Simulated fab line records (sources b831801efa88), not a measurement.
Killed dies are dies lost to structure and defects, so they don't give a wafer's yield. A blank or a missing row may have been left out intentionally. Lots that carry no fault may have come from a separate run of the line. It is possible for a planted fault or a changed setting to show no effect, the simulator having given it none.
Which tool did it? :: flow sky130 :: 24 lots, 72 wafers sampled, at 2 steps of a route of 708

WHAT THE GAUGES READ, wafer by wafer
SKY_GATE_OXIDE_TW_MEAS_14. Usual: GATE_OXIDE_TW typically reads 224, with standard deviation 4.2.
lot: L074
measured: day 13 18:34
on: film metro-04
GATE_OXIDE_TW: 226 224 225
flag: 

lot: L075
measured: day 14 02:04
on: film metro-04
GATE_OXIDE_TW: 225 224 225
flag: 

lot: L076
measured: day 14 08:43
on: film metro-01
GATE_OXIDE_TW: 218 219 219
flag: 

lot: L078
measured: day 15 03:36
on: film metro-04
GATE_OXIDE_TW: 226 227 226
flag: 

lot: L077
measured: day 15 04:28
on: film metro-04
GATE_OXIDE_TW: 225 226 225
flag: 

lot: L079
measured: day 15 15:28
on: film metro-03
GATE_OXIDE_TW: 229 228 228
flag: 

lot: L080
measured: day 16 05:16
on: film metro-03
GATE_OXIDE_TW: 228 229 228
flag: 

lot: L081
measured: day 16 18:13
on: film metro-03
GATE_OXIDE_TW: 229 227 228
flag: 

lot: L082
measured: day 16 18:31
on: film metro-01
GATE_OXIDE_TW: 220 220 221
flag: 

lot: L083
measured: day 17 03:35
on: film metro-03
GATE_OXIDE_TW: 227 228 229
flag: 

lot: L084
measured: day 17 09:22
on: film metro-04
GATE_OXIDE_TW: 225 223 224
flag: 

lot: L085
measured: day 18 01:44
on: film metro-04
GATE_OXIDE_TW: 225 225 225
flag: 

lot: L086
measured: day 18 19:49
on: film metro-01
GATE_OXIDE_TW: 218 218 217
flag: 

lot: L087
measured: day 18 19:58
on: film metro-03
GATE_OXIDE_TW: 229 228 228
flag: 

lot: L088
measured: day 19 11:44
on: film metro-04
GATE_OXIDE_TW: 224 225 224
flag: 

lot: L090
measured: day 19 20:46
on: film metro-01
GATE_OXIDE_TW: 218 217 219
flag: 

lot: L089
measured: day 19 21:05
on: film metro-01
GATE_OXIDE_TW: 217 217 217
flag: 

lot: L091
measured: day 20 02:20
on: film metro-01
GATE_OXIDE_TW: 218 218 217
flag: 

lot: L092
measured: day 20 14:27
on: film metro-03
GATE_OXIDE_TW: 228 229 229
flag: 

lot: L093
measured: day 20 14:45
on: film metro-04
GATE_OXIDE_TW: 224 224 224
flag: 

lot: L095
measured: day 21 09:10
on: film metro-03
GATE_OXIDE_TW: 229 227 229
flag: 

lot: L094
measured: day 21 14:56
on: film metro-04
GATE_OXIDE_TW: 225 224 224
flag: 

lot: L096
measured: day 21 17:10
on: film metro-01
GATE_OXIDE_TW: 216 217 217
flag: 

lot: L097
measured: day 21 23:19
on: film metro-03
GATE_OXIDE_TW: 229 229 228
flag: 

SKY_LDD_P_CD_MEAS_07: target cd 380 nm. Usual: cd nm at 379.5 nm, with a standard deviation of 2.4.
lot: L074
measured: day 19 01:50
on: cd sem-01
cd nm (nm): 381.2 381.2 377.8
flag: 

lot: L075
measured: day 19 01:59
on: cd sem-02
cd nm (nm): 377.0 379.8 379.9
flag: 

lot: L076
measured: day 19 18:18
on: cd sem-02
cd nm (nm): 378.1 378.2 377.6
flag: 

lot: L078
measured: day 20 13:45
on: cd sem-01
cd nm (nm): 380.8 382.8 382.3
flag: 

lot: L077
measured: day 20 13:09
on: cd sem-02
cd nm (nm): 378.6 376.6 379.0
flag: 

lot: L079
measured: day 21 07:25
on: cd sem-01
cd nm (nm): 380.1 382.7 381.5
flag: 

lot: L080
measured: day 21 17:06
on: cd sem-02
cd nm (nm): 378.6 377.3 377.4
flag: 

lot: L081
measured: day 22 08:02
on: cd sem-01
cd nm (nm): 379.5 380.5 378.7
flag: 

lot: L082
measured: day 22 09:32
on: cd sem-02
cd nm (nm): 386.3 386.2 384.9
flag: 

lot: L083
measured: day 22 19:25
on: cd sem-02
cd nm (nm): 378.8 379.8 378.2
flag: 

lot: L084
measured: day 23 01:35
on: cd sem-01
cd nm (nm): 378.1 380.7 379.3
flag: 

lot: L085
measured: day 23 15:18
on: cd sem-02
cd nm (nm): 379.2 378.4 380.8
flag: 

lot: L086
measured: day 24 04:50
on: cd sem-01
cd nm (nm): 380.7 381.3 380.4
flag: 

lot: L087
measured: day 24 06:42
on: cd sem-01
cd nm (nm): 380.0 380.5 380.4
flag: 

lot: L088
measured: day 24 21:59
on: cd sem-01
cd nm (nm): 379.7 380.7 380.2
flag: 

lot: L090
measured: day 25 07:08
on: cd sem-01
cd nm (nm): 380.3 379.6 377.0
flag: 

lot: L089
measured: day 25 07:59
on: cd sem-01
cd nm (nm): 380.9 381.9 382.4
flag: 

lot: L091
measured: day 25 09:50
on: cd sem-01
cd nm (nm): 378.9 377.0 381.0
flag: 

lot: L092
measured: day 25 20:57
on: cd sem-01
cd nm (nm): 378.8 377.2 377.6
flag: 

lot: L093
measured: day 26 00:33
on: cd sem-01
cd nm (nm): 374.8 375.5 375.5
flag: 

lot: L095
measured: day 26 15:48
on: cd sem-02
cd nm (nm): 379.7 377.3 380.1
flag: 

lot: L094
measured: day 26 23:42
on: cd sem-02
cd nm (nm): 381.4 379.5 377.8
flag: 

lot: L096
measured: day 27 07:23
on: cd sem-01
cd nm (nm): 382.0 382.7 382.2
flag: 

lot: L097
measured: day 27 07:07
on: cd sem-01
cd nm (nm): 375.5 375.2 375.9
flag: 

TOOL THAT RAN EACH LOT (tool first, then ch and the chambers of the sampled wafers, then the start)
Record: no process step prior to these readings.

WHAT THE TOOLS THEMSELVES READ (means of the sampled wafers that have a number; where no wafer has one, the mark that the record gives instead)
The record holds no such reading with a usual standard deviation.

THE ANSWER, worked out from the rows above alone
Rule: a lot counts as off when the mean over its wafers that have a number is more than 3 standard deviations away from the usual mean. A lot without any number at a reading at which 4 lots or more have one is off too. Any other lot the step has rows for is counted as sound. Order of review: gauges by route order, followed by the tools' own readings, for which a lot's mean as printed above is used. At the first step where some lot is off, the reading lying furthest off is the one used; lots without a number count as furthest.
No lot is off at any reading shown: from this, nothing can be told.

WHAT THE SIMULATOR HAD INSERTED
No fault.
